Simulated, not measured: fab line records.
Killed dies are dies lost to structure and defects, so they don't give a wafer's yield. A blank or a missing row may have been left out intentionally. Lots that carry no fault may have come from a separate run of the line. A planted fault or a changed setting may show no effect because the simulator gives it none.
Which tool did it? || flow sky130 || Sampling: 6 lots, 18 wafers, 2 of 708 route steps

== WHAT THE GAUGES SHOWED, per wafer ==
SKY_NWELL_OVL_MEAS_23.
{"lot": "L974", "measured": "day 5 14:02", "on": "overlay-02", "NWELL_01_OVL (nm)": "-1.3 -0.2 -2.1"}
{"lot": "L983", "measured": "day 7 20:00", "on": "overlay-01", "NWELL_01_OVL (nm)": "-2.7 -0.9 -0.1"}
{"lot": "L985", "measured": "day 8 06:46", "on": "overlay-02", "NWELL_01_OVL (nm)": "-1.0 -1.1 -1.1"}
{"lot": "L987", "measured": "day 8 20:35", "on": "overlay-01", "NWELL_01_OVL (nm)": "-1.2 -0.1 0.3"}
{"lot": "L993", "measured": "day 10 07:46", "on": "overlay-02", "NWELL_01_OVL (nm)": "-1.6 0.5 0.1"}
{"lot": "L996", "measured": "day 11 06:14", "on": "overlay-01", "NWELL_01_OVL (nm)": "0.2 1.1 -1.1"}

== WHICH TOOL RAN EACH LOT (tool, then ch and the chambers of the sampled wafers, then the start) ==
{"lot": "L974", "SKY_FIELD_ISO_CLEAN_19": "wetBench-01 ch 2, day 2 10:28"}
{"lot": "L983", "SKY_FIELD_ISO_CLEAN_19": "wetBench-04 ch 3, day 4 09:20"}
{"lot": "L985", "SKY_FIELD_ISO_CLEAN_19": "wetBench-03 ch 2, day 4 20:59"}
{"lot": "L987", "SKY_FIELD_ISO_CLEAN_19": "wetBench-03 ch 1, day 5 07:05"}
{"lot": "L993", "SKY_FIELD_ISO_CLEAN_19": "wetBench-01 ch 3, day 6 13:44"}
{"lot": "L996", "SKY_FIELD_ISO_CLEAN_19": "wetBench-01 ch 1, day 7 09:14"}
- SKY_FIELD_ISO_CLEAN_19: cleans in SC1/SC2, time 150 s.

== THE ANSWER, worked out from the rows above alone ==
Rule: what is usual is taken from the lots themselves. The widest of any qualifying gaps counts: lots, ordered by their means at a reading, are off when they make up no more than a third of the lots, leave a main group of 4 or more, and stand apart from it by 3 or more times the standard deviation of that group's means. Not used: any main group whose means are identical at the precision the tables above print for the reading. Also off: a lot with no number at a reading for which 4 or more lots have one. All remaining lots with rows at the step are treated as sound.
Nothing can be told from this: no lot is off at any reading shown.

== WHAT HAD BEEN PUT IN BY THE SIMULATOR ==
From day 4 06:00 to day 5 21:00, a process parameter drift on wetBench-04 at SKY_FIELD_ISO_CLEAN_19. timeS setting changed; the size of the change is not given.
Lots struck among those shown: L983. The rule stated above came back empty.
